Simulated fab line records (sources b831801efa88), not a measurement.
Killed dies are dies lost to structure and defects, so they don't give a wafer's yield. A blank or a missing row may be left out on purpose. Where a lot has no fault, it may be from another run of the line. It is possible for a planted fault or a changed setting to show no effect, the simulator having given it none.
A lot that was struck, set against a sound lot || flow sky130 || 43 steps out of a route of 708
Sound: these wafers, L348.2, L348.3, L348.6. Struck: wafers L362.4, L362.6 (left out: L362.2, a lot-mate that was not struck); the cause follows at the end.
Per side, at each step with rows, come the tool, then ch with its chambers, and then its first start. Under that, the readings that differ: sound wafers || struck wafers || difference of the means || sigmas: that difference in standard deviations of wafers without a fault.
alike: same words and numbers on both sides, and readings whose means sit less than 2 such deviations apart. not compared: any withheld reading, any reading some wafer has no value for, any bound like >300 that may hide the same value, and any number with overlapping values for which the record gives no deviation.
A row with sigmas, a row that says differs or no value, or rows on one side alone: a step with any of these is where the two part. Numbers that have no deviation but don't overlap get no sigmas and don't part them. A reading that every wafer of one side lacks parts them only if that side has two wafers or more.

SKY_LI_CONTACT_OVL_MEAS_13:
  sound: overlay-02 at day 32 14:58; struck: overlay-01 at day 36 01:44
{"reading": "LI_CONTACT_OVL (nm)", "sound": "10 6 -1", "struck": "-10 -8", "difference": -14, "sigmas": -3}
SKY_LI_CONTACT_ETCH_14: etches BARC in N2/H2, stops on SiO2, time 45.9 s, target depth 60 nm.
  sound on rie_diel-04 ch 1,2, day 32 14:59; struck on rie_diel-02 ch 1,3, day 36 01:46
  alike: drypump_motor_current_A, oes_product_au, throttle_valve_pct
  not compared: rf_hours_counter_h
SKY_LI_CONTACT_ETCH_15: etches PSG in C4F8/O2/Ar, stops on Si, target depth 600 nm.
  sound on rie_diel-04 ch 1,2, day 32 15:02; struck on rie_diel-02 ch 1,3, day 36 01:49
  alike: oes_product_au
then, 3 steps without rows for these wafers: SKY_LI_CONTACT_STRIP_16 (strips in O2/N2); SKY_LI_CONTACT_CLEAN_17 (cleans in NMP, time 600 s); SKY_LI_CONTACT_PRE_CLEAN_18 (time 5.6 s).
SKY_LI_CONTACT_SPUTTER_19: material Ti, target thk 20 nm, time 106.37 s.
  sound: pvd_sputter-01 at day 32 15:25; struck: pvd_sputter-04 at day 36 02:11
  alike: throttle_valve_pct
then, 2 steps without rows for these wafers: SKY_LI_CONTACT_SPUTTER_20 (material TiN, target thk 20 nm, time 80 s); SKY_LI_CONTACT_CVD_21 (deposits W, target thk 400 nm, time 120.56 s).
SKY_LI_CONTACT_RS_MEAS_22: measurement is done with a four-point probe.
  sound: film_metro-02 at day 32 15:42; struck: film_metro-01 at day 36 02:28
  alike: LI_CONTACT_W_RS
SKY_LI_CONTACT_THK_MEAS_23: measures by xrf.
  sound: film_metro-02 at day 32 15:49; struck: film_metro-01 at day 36 02:35
  alike: LI_CONTACT_W_THK
then, 1 step without rows for these wafers: SKY_LI_CONTACT_CMP_24 (polishes, stops on PSG, t overpolish 20 s, target thk 0 nm).
SKY_LOCAL_INTERCONNECT_SPUTTER_00: material TiN, target thk 100 nm, time 83.3 s.
  sound: pvd_sputter-02 at day 32 16:20; struck: pvd_sputter-02 at day 36 02:56
  alike: throttle_valve_pct
SKY_LOCAL_INTERCONNECT_RS_MEAS_01: measurement is done with a four-point probe.
  sound: film_metro-02 at day 32 16:25; struck: film_metro-01 at day 36 03:01
  alike: LOCAL_INTERCONNECT_TIN_RS
SKY_LOCAL_INTERCONNECT_THK_MEAS_02: measures by xrf.
  sound: film_metro-02 at day 32 16:31; struck: film_metro-01 at day 36 03:07
  alike: LOCAL_INTERCONNECT_TIN_THK
then, 8 steps without rows for these wafers: SKY_LOCAL_INTERCONNECT_DEHYDRATE_03 (time 60 s); SKY_LOCAL_INTERCONNECT_HMDS_04 (prime time 60 s); SKY_LOCAL_INTERCONNECT_COAT_05 (resist thk 60 nm); SKY_LOCAL_INTERCONNECT_COAT_06 (resist thk 450 nm); SKY_LOCAL_INTERCONNECT_SOFTBAKE_07 (time 90 s); SKY_LOCAL_INTERCONNECT_EXPOSE_08 (exposes mask LI1M, target cd 170 nm); SKY_LOCAL_INTERCONNECT_PEB_09; SKY_LOCAL_INTERCONNECT_DEVELOP_10 (develop time 60 s).
SKY_LOCAL_INTERCONNECT_CD_MEAS_11: target cd 170 nm.
  sound: cd_sem-01 at day 33 18:50; struck: cd_sem-02 at day 37 04:54
  alike: cd_nm
SKY_LOCAL_INTERCONNECT_OVL_MEAS_12:
  sound: overlay-01 at day 33 18:56; struck: overlay-02 at day 37 05:01
  alike: LOCAL_INTERCONNECT_OVL
then, 1 step without rows for these wafers: SKY_LOCAL_INTERCONNECT_ETCH_13 (etches BARC in N2/H2, stops on SiO2, time 45.9 s, target depth 60 nm).
SKY_LOCAL_INTERCONNECT_METAL_ETCH_14: etches TiN in Cl2/BCl3, stops on PSG, target depth 110 nm, time 31.4 s.
  sound on rie_metal-04 ch 1, day 33 19:02; struck on rie_metal-03 ch 0, day 37 05:06
{"reading": "oes_product_au (a.u.)", "sound": "0.944 0.954 0.958", "struck": "0.935 0.943", "difference": -0.013, "sigmas": -2}
  alike: drypump_motor_current_A, he_backside_leak_sccm, throttle_valve_pct
  not compared: rf_hours_counter_h
SKY_LOCAL_INTERCONNECT_STRIP_15: strips in O2/N2.
  sound on plasma_asher-01 ch 0,1, day 33 19:05; struck on plasma_asher-02 ch 1, day 37 05:09
  alike: drypump_motor_current_A, oes_product_au, strip_time_to_endpoint_s
  not compared: rf_hours_counter_h
then, 4 steps without rows for these wafers: SKY_LOCAL_INTERCONNECT_STRIP_16 (strips in post etch residue remover, time 1200 s); SKY_LOCAL_INTERCONNECT_CLEAN_17 (cleans in IPA, time 180 s); SKY_LOCAL_INTERCONNECT_CLEAN_18 (cleans in O3/DIW); SKY_CONTACT_CVD_00 (deposits Si3N4, target thk 75 nm).
SKY_CONTACT_THK_MEAS_01:
  sound: film_metro-02 at day 33 19:43; struck: film_metro-03 at day 37 05:50
  alike: CONTACT_CVD_00_THK
then, 1 step without rows for these wafers: SKY_CONTACT_HDPCVD_02 (deposits SiO2, target thk 565 nm, time 94.2 s).
SKY_CONTACT_THK_MEAS_03:
  sound: film_metro-03 at day 33 19:51; struck: film_metro-02 at day 37 05:58
  alike: CONTACT_HDPCVD_THK
then, 1 step without rows for these wafers: SKY_CONTACT_CMP_04 (polishes SiO2).
SKY_CONTACT_BOW_MEAS_05:
  sound: film_metro-02 at day 33 20:13; struck: film_metro-02 at day 37 06:20
  alike: CONTACT_BOW
then, 5 steps without rows for these wafers: SKY_CONTACT_DEHYDRATE_06 (time 60 s); SKY_CONTACT_HMDS_07 (prime time 60 s); SKY_CONTACT_COAT_08 (resist thk 60 nm); SKY_CONTACT_COAT_09 (resist thk 450 nm); SKY_CONTACT_SOFTBAKE_10 (time 90 s).
-- the record jumps here: 13 days lie between the struck wafers' starts before and after (it left off in module CONTACT and takes up again in module PAD_OPEN, whose first step shown is number 708 of the route) --
SKY_PAD_OPEN_PROBE_99:
  record: rows for the struck wafers here (prober-01, day 50 15:53), none for the sound ones

## WHERE THEY PART
Earliest at SKY_LI_CONTACT_OVL_MEAS_13; latest, in this record, at SKY_PAD_OPEN_PROBE_99.

WHY: the cause the simulator had injected
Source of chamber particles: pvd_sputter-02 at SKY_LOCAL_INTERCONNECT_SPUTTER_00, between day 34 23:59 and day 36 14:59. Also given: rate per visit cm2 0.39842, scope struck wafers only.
